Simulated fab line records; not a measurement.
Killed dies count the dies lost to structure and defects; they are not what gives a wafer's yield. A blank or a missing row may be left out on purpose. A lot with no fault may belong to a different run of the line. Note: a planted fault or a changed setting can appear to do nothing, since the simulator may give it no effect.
Code-filled problem report in 8D (eight disciplines) form / flow sky130 / the parts of the form that need people (team, actions taken, sign-off) are left out

## 1. THE ISSUE
Wafers free of any fault read 1183 nm (standard deviation 11) for VIA2_HDPCVD_THK at SKY_VIA2_THK_MEAS_01, against a mean of 944 nm on 2 wafers of 2 lots. That puts it -22 standard deviations away from the usual mean.
The first sign was on wafer L234.4 at day 37 09:18, on film_metro-03. At this step, 33 wafers from 11 lots have a number in the record. The rule behind "out" and "out of limits": a value lying over 4 standard deviations away from the usual mean. The rest of the wafers with a number are treated as sound.

## 2. WHAT THIS IS AND IS NOT
question=which readings at this step | is=VIA2_HDPCVD_THK | is not=-
question=which lots | is=L234, L235 | is not=L227, L229, L242, L244, L245, L246, L247, L248, L250
question=which wafers of those lots | is=L234.4, L235.3 | is not=L234.2, L234.3, L235.2, L235.6
question=read on which gauges | is=film_metro-03, film_metro-04 | is not=film_metro-01
question=when | is=from day 37 09:18 | is not=up to then (8 sound wafers); but 23 sound wafers of L235, L242, L244, L245, L246, L247, L248, L250 came after

## 3. THE SUSPECTS, EACH WITH WHAT RULES IT OUT
Counting: a tool at a process step up to the reading stays a suspect if it ran every lot that is out. Sound lots after the first of them don't rule it out here, since some wafers of a struck lot are sound.
- ruled out: the gauge at SKY_VIA2_THK_MEAS_01. 2 gauges (film_metro-03, film_metro-04) read the wafers that are out.
- hdpcvd-02 at SKY_VIA2_HDPCVD_00 (deposits SiO2, target thk 1180 nm, time 196.7 s): kept. It ran every lot that is out, first L234 (day 37 09:10). Its own readings are out on those wafers: sih4_flow_sccm.
- hdpcvd-02, SKY_VIA2_HDPCVD_00: wafers that are out in chamber 0, sound lot-mates in chambers 1, 2.
The count leaves hdpcvd-02 at SKY_VIA2_HDPCVD_00.

## 4. THE CAUSE (what the simulator had put in)
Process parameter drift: hdpcvd-02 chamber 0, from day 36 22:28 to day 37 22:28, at SKY_VIA2_HDPCVD_00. Setting sih4_flow_sccm shifted by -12 from 60. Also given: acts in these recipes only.
The count eliminated every tool but this one.

## 5. SEQUENCE OF EFFECTS, ordered by route
Rows list readings where the struck wafers' mean (over those with a number) sits beyond 3 standard deviations from the usual. Readings are gone through only where the record gives a usual standard deviation; hours: the median, over the lots, of the time from a lot's start at the first step in this table giving one to that lot's start at this step; sigmas: the change measured in usual standard deviations.
hours=0; step=SKY_VIA2_HDPCVD_00; reading=sih4_flow_sccm; usual=60.03 sccm; on struck wafers=48.08; change=-11.95; sigmas=-66
hours=0; step=SKY_VIA2_THK_MEAS_01; reading=VIA2_HDPCVD_THK; usual=1183 nm; on struck wafers=944; change=-238; sigmas=-22
Process steps it contains:
- SKY_VIA2_HDPCVD_00: deposits SiO2, target thk 1180 nm, time 196.7 s.

## 6. HOW IT WOULD HAVE BEEN CAUGHT EARLIER
11 hours passed between the start of the fault at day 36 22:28 and the first reading out of limits at a measuring or inspecting step in this record, taken at day 37 09:18.
At SKY_VIA2_HDPCVD_00, the tool's own readings (sih4_flow_sccm) were out on each struck wafer the step has a row for, so an alarm limit on them would have fired on the first such wafer.
Among the 2 lots that are out, L235 began SKY_VIA2_HDPCVD_00 on hdpcvd-02 after day 37 09:18. Holding the tool at that time would have saved it.
